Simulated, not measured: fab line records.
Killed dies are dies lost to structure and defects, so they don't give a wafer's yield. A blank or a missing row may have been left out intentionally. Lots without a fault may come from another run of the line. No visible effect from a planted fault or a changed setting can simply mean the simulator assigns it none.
Which tool did it? / flow sky130 / 24 lots with 72 wafers sampled at 3 steps, on a route of 708 steps

== WHAT EACH GAUGE READ, for each wafer ==
SKY_PWDE_OVL_MEAS_07.
lot=L074; measured=day 3 23:03; on=overlay-01; PWDE_OVL (nm)=2.6 1.8 1.2
lot=L075; measured=day 4 06:11; on=overlay-02; PWDE_OVL (nm)=0.0 0.5 1.2
lot=L077; measured=day 4 12:59; on=overlay-01; PWDE_OVL (nm)=0.8 1.6 0.2
lot=L076; measured=day 4 13:39; on=overlay-02; PWDE_OVL (nm)=-0.8 0.3 -1.1
lot=L078; measured=day 4 18:50; on=overlay-01; PWDE_OVL (nm)=-0.9 -1.0 -2.2
lot=L079; measured=day 5 02:05; on=overlay-01; PWDE_OVL (nm)=-0.2 -0.5 0.3
lot=L080; measured=day 5 09:41; on=overlay-02; PWDE_OVL (nm)=2.2 1.1 1.8
lot=L081; measured=day 5 13:08; on=overlay-02; PWDE_OVL (nm)=1.4 1.6 1.7
lot=L082; measured=day 5 18:26; on=overlay-02; PWDE_OVL (nm)=0.7 1.3 0.9
lot=L083; measured=day 6 01:47; on=overlay-02; PWDE_OVL (nm)=2.3 1.1 1.9
lot=L084; measured=day 6 05:50; on=overlay-01; PWDE_OVL (nm)=-1.5 -2.2 -1.8
lot=L085; measured=day 6 09:59; on=overlay-01; PWDE_OVL (nm)=-1.7 -0.2 -0.4
lot=L086; measured=day 6 15:41; on=overlay-02; PWDE_OVL (nm)=-0.7 1.0 -0.2
lot=L087; measured=day 6 22:09; on=overlay-02; PWDE_OVL (nm)=1.7 1.6 1.6
lot=L088; measured=day 7 01:11; on=overlay-01; PWDE_OVL (nm)=0.6 1.5 0.6
lot=L089; measured=day 7 09:29; on=overlay-01; PWDE_OVL (nm)=1.0 0.9 1.1
lot=L090; measured=day 7 13:17; on=overlay-02; PWDE_OVL (nm)=2.2 3.2 4.2
lot=L091; measured=day 7 20:06; on=overlay-02; PWDE_OVL (nm)=1.1 1.1 1.2
lot=L092; measured=day 8 02:26; on=overlay-02; PWDE_OVL (nm)=-1.9 -0.7 -0.1
lot=L093; measured=day 8 06:50; on=overlay-01; PWDE_OVL (nm)=-2.5 -0.8 -0.5
lot=L094; measured=day 8 22:14; on=overlay-02; PWDE_OVL (nm)=1.0 0.5 0.4
lot=L095; measured=day 9 14:47; on=overlay-02; PWDE_OVL (nm)=-0.3 1.6 1.0
lot=L096; measured=day 9 15:08; on=overlay-02; PWDE_OVL (nm)=5.3 3.9 3.0
lot=L097; measured=day 9 17:50; on=overlay-02; PWDE_OVL (nm)=3.1 1.2 1.5

SKY_VIA3_CD_MEAS_12 targets a cd of 200 nm.
lot=L074; measured=day 39 18:55; on=cd sem-01; cd nm (nm)=200.0 199.1 201.6
lot=L075; measured=day 40 10:32; on=cd sem-02; cd nm (nm)=197.1 199.0 199.3
lot=L077; measured=day 40 07:41; on=cd sem-02; cd nm (nm)=202.5 202.9 201.8
lot=L076; measured=day 40 05:35; on=cd sem-02; cd nm (nm)=201.2 201.5 200.9
lot=L078; measured=day 40 11:21; on=cd sem-01; cd nm (nm)=199.4 199.3 198.9
lot=L079; measured=day 41 04:11; on=cd sem-01; cd nm (nm)=199.3 199.5 200.4
lot=L080; measured=day 41 11:29; on=cd sem-01; cd nm (nm)=197.2 198.7 198.3
lot=L081; measured=day 41 13:53; on=cd sem-01; cd nm (nm)=199.2 199.5 199.2
lot=L082; measured=day 41 18:23; on=cd sem-02; cd nm (nm)=199.3 200.7 199.3
lot=L083; measured=day 41 21:50; on=cd sem-01; cd nm (nm)=201.1 199.3 200.0
lot=L084; measured=day 42 05:08; on=cd sem-02; cd nm (nm)=198.4 198.7 199.8
lot=L085; measured=day 42 11:39; on=cd sem-02; cd nm (nm)=198.5 199.4 199.4
lot=L086; measured=day 42 20:14; on=cd sem-02; cd nm (nm)=201.0 200.3 199.3
lot=L087; measured=day 42 21:32; on=cd sem-01; cd nm (nm)=202.4 202.1 202.1
lot=L088; measured=day 43 01:50; on=cd sem-02; cd nm (nm)=199.1 199.1 198.7
lot=L089; measured=day 43 17:44; on=cd sem-02; cd nm (nm)=200.7 200.0 201.2
lot=L090; measured=day 43 20:50; on=cd sem-01; cd nm (nm)=200.1 199.7 200.1
lot=L091; measured=day 44 05:31; on=cd sem-02; cd nm (nm)=201.9 201.9 201.9
lot=L092; measured=day 44 10:14; on=cd sem-02; cd nm (nm)=201.3 199.4 201.2
lot=L093; measured=day 44 15:03; on=cd sem-02; cd nm (nm)=200.4 200.5 200.5
lot=L094; measured=day 45 05:47; on=cd sem-01; cd nm (nm)=198.7 200.4 199.8
lot=L095; measured=day 45 22:08; on=cd sem-02; cd nm (nm)=198.6 199.2 199.5
lot=L096; measured=day 45 22:54; on=cd sem-02; cd nm (nm)=201.5 202.2 201.9
lot=L097; measured=day 45 22:40; on=cd sem-02; cd nm (nm)=201.0 201.3 200.9

== WHICH TOOL RAN EACH LOT (tool, then ch and the chambers of the sampled wafers, then the start) ==
lot=L074; SKY_LI_CONTACT_SPUTTER_20=pvd sputter-04, day 29 11:27
lot=L075; SKY_LI_CONTACT_SPUTTER_20=pvd sputter-04, day 30 04:38
lot=L077; SKY_LI_CONTACT_SPUTTER_20=pvd sputter-02, day 30 02:35
lot=L076; SKY_LI_CONTACT_SPUTTER_20=pvd sputter-01, day 30 00:32
lot=L078; SKY_LI_CONTACT_SPUTTER_20=pvd sputter-01, day 30 05:00
lot=L079; SKY_LI_CONTACT_SPUTTER_20=pvd sputter-02, day 31 00:38
lot=L080; SKY_LI_CONTACT_SPUTTER_20=pvd sputter-04, day 31 08:23
lot=L081; SKY_LI_CONTACT_SPUTTER_20=pvd sputter-04, day 31 11:20
lot=L082; SKY_LI_CONTACT_SPUTTER_20=pvd sputter-01, day 31 17:38
lot=L083; SKY_LI_CONTACT_SPUTTER_20=pvd sputter-01, day 31 22:08
lot=L084; SKY_LI_CONTACT_SPUTTER_20=pvd sputter-01, day 32 04:44
lot=L085; SKY_LI_CONTACT_SPUTTER_20=pvd sputter-01, day 32 11:56
lot=L086; SKY_LI_CONTACT_SPUTTER_20=pvd sputter-02, day 32 20:17
lot=L087; SKY_LI_CONTACT_SPUTTER_20=pvd sputter-01, day 33 00:20
lot=L088; SKY_LI_CONTACT_SPUTTER_20=pvd sputter-04, day 33 05:26
lot=L089; SKY_LI_CONTACT_SPUTTER_20=pvd sputter-02, day 33 21:37
lot=L090; SKY_LI_CONTACT_SPUTTER_20=pvd sputter-02, day 34 01:32
lot=L091; SKY_LI_CONTACT_SPUTTER_20=pvd sputter-02, day 34 11:56
lot=L092; SKY_LI_CONTACT_SPUTTER_20=pvd sputter-01, day 34 20:16
lot=L093; SKY_LI_CONTACT_SPUTTER_20=pvd sputter-02, day 35 00:23
lot=L094; SKY_LI_CONTACT_SPUTTER_20=pvd sputter-02, day 35 19:32
lot=L095; SKY_LI_CONTACT_SPUTTER_20=pvd sputter-02, day 36 10:17
lot=L096; SKY_LI_CONTACT_SPUTTER_20=pvd sputter-02, day 36 13:41
lot=L097; SKY_LI_CONTACT_SPUTTER_20=pvd sputter-04, day 36 12:49
- SKY_LI_CONTACT_SPUTTER_20: material TiN, target thk 20 nm, time 80 s.

== AS READ BY THE TOOLS THEMSELVES (means over the sampled wafers that have a number; for cases with no such wafer, the mark the record gives instead) ==
SKY_LI_CONTACT_SPUTTER_20.
lot=L074; tool=pvd sputter-04; throttle valve pct (%)=30.4
lot=L075; tool=pvd sputter-04; throttle valve pct (%)=30.6
lot=L077; tool=pvd sputter-02; throttle valve pct (%)=28.9
lot=L076; tool=pvd sputter-01; throttle valve pct (%)=30.4
lot=L078; tool=pvd sputter-01; throttle valve pct (%)=29.7
lot=L079; tool=pvd sputter-02; throttle valve pct (%)=30.1
lot=L080; tool=pvd sputter-04; throttle valve pct (%)=30.4
lot=L081; tool=pvd sputter-04; throttle valve pct (%)=30.4
lot=L082; tool=pvd sputter-01; throttle valve pct (%)=29.8
lot=L083; tool=pvd sputter-01; throttle valve pct (%)=30.5
lot=L084; tool=pvd sputter-01; throttle valve pct (%)=30.6
lot=L085; tool=pvd sputter-01; throttle valve pct (%)=29.8
lot=L086; tool=pvd sputter-02; throttle valve pct (%)=30.0
lot=L087; tool=pvd sputter-01; throttle valve pct (%)=29.7
lot=L088; tool=pvd sputter-04; throttle valve pct (%)=30.9
lot=L089; tool=pvd sputter-02; throttle valve pct (%)=30.7
lot=L090; tool=pvd sputter-02; throttle valve pct (%)=30.7
lot=L091; tool=pvd sputter-02; throttle valve pct (%)=29.9
lot=L092; tool=pvd sputter-01; throttle valve pct (%)=31.2
lot=L093; tool=pvd sputter-02; throttle valve pct (%)=29.8
lot=L094; tool=pvd sputter-02; throttle valve pct (%)=30.7
lot=L095; tool=pvd sputter-02; throttle valve pct (%)=29.0
lot=L096; tool=pvd sputter-02; throttle valve pct (%)=28.8
lot=L097; tool=pvd sputter-04; throttle valve pct (%)=30.9

== THE ANSWER, worked out from the rows above alone ==
Rule: the usual values come from the lots themselves. The widest of any qualifying gaps counts: lots, ordered by their means at a reading, are off when they make up no more than a third of the lots, leave a main group of 4 or more, and stand apart from it by 3 or more times the standard deviation of that group's means. If all means in a main group match to the digits the tables above print for the reading, that group is not used. A lot without any number at a reading at which 4 lots or more have one is off too. All remaining lots with rows at the step are treated as sound. Order of review: gauges by route order, followed by the tools' own readings, for which a lot's mean as printed above is used. The first step at which some lot is off is used, and at that step the reading that is off furthest; a lot without a number counts as furthest.
No lot is off at any reading shown: from this, nothing can be told.

== WHAT HAD BEEN PUT IN BY THE SIMULATOR ==
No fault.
